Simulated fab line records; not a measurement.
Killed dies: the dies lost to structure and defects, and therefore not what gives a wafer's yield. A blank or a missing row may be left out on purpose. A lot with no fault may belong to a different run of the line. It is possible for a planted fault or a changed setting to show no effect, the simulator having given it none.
Which tool is to blame?    flow sky130    11 lots, 33 wafers sampled, at 4 steps of a route of 708

## WHAT EACH GAUGE READ, for each wafer
SKY_SD_P_TW_MEAS_11.
lot   measured      on             SD_P_TW
L605  day 25 04:16  film metro-04  2844 2848 2842
L607  day 26 15:44  film metro-01  2887 2882 2865
L608  day 26 19:10  film metro-04  2847 2840 2836
L611  day 27 18:28  film metro-02  2851 2841 2837
L614  day 28 14:01  film metro-04  2839 2843 2834
L615  day 29 11:34  film metro-04  2848 2851 2845
L617  day 29 20:53  film metro-01  2994 3015 3029
L618  day 29 23:56  film metro-02  3005 3009 3010
L626  day 32 19:38  film metro-01  2843 2845 2844
L627  day 32 19:56  film metro-02  2849 2834 2854
L628  day 33 07:35  film metro-04  2875 2858 2854

## WHAT TOOL EACH LOT RAN ON (gives the tool, then ch and the chambers of the sampled wafers, and finally the start)
lot   SKY_POLY_GATE_ETCH_15               SKY_SD_P_IMPLANT_09              SKY_SD_P_STRIP_10
L605  rie diel-04 ch 0,1, day 16 01:09    implanter-04 ch 0, day 25 04:02  plasma asher-03 ch 0,1, day 25 04:09
L607  rie diel-04 ch 0,1, day 17 07:11    implanter-04 ch 0, day 26 15:32  plasma asher-02 ch 0,1, day 26 15:38
L608  rie diel-03 ch 0,1, day 17 15:23    implanter-01 ch 0, day 26 18:55  plasma asher-03 ch 0,1, day 26 19:04
L611  rie diel-03 ch 1,2,3, day 18 17:57  implanter-01 ch 0, day 27 18:14  plasma asher-03 ch 1, day 27 18:21
L614  rie diel-03 ch 0,2,3, day 19 16:02  implanter-02 ch 0, day 28 13:47  plasma asher-02 ch 0,1, day 28 13:54
L615  rie diel-03 ch 0,1,3, day 20 15:44  implanter-01 ch 0, day 29 11:20  plasma asher-01 ch 0,1, day 29 11:27
L617  rie diel-03 ch 0,1,2, day 21 02:30  implanter-02 ch 0, day 29 20:38  plasma asher-01 ch 0,1, day 29 20:47
L618  rie diel-03 ch 2,3, day 21 05:32    implanter-02 ch 0, day 29 23:42  plasma asher-01 ch 0,1, day 29 23:49
L626  rie diel-03 ch 0,2, day 24 04:44    implanter-04 ch 0, day 32 19:24  plasma asher-01 ch 0,1, day 32 19:32
L627  rie diel-03 ch 0,2,3, day 24 06:11  implanter-02 ch 0, day 32 19:42  plasma asher-02 ch 0,1, day 32 19:50
L628  rie diel-03 ch 1,3, day 24 17:36    implanter-01 ch 0, day 33 07:21  plasma asher-03 ch 0,1, day 33 07:28
- SKY_POLY_GATE_ETCH_15: etches BARC in N2/H2, stops on SiO2, time 118.5 s, target depth 110 nm.
- SKY_SD_P_IMPLANT_09
- SKY_SD_P_STRIP_10: strips in O2/N2.

## THE ANSWER, worked out from the rows above alone
Rule: what is usual is taken from the lots themselves. The widest of any qualifying gaps counts: lots, ordered by their means at a reading, are off when they make up no more than a third of the lots, leave a main group of 4 or more, and stand apart from it by 3 or more times the standard deviation of that group's means. Not used: any main group whose means are identical at the precision the tables above print for the reading. Also off: a lot with no number at a reading for which 4 or more lots have one. Any other lot the step has rows for is counted as sound.
Off: at SKY_SD_P_TW_MEAS_11 (SD_P_TW), L617, L618. Mean 2849 and standard deviation 12 in the main group.
A tool fits if, at a process step before that reading, it ran every lot that is off, and no sound lot after the first of them. The gauges at SKY_SD_P_TW_MEAS_11 are tried like those tools. No candidate that was tried fits.

## WHAT HAD BEEN PUT IN BY THE SIMULATOR
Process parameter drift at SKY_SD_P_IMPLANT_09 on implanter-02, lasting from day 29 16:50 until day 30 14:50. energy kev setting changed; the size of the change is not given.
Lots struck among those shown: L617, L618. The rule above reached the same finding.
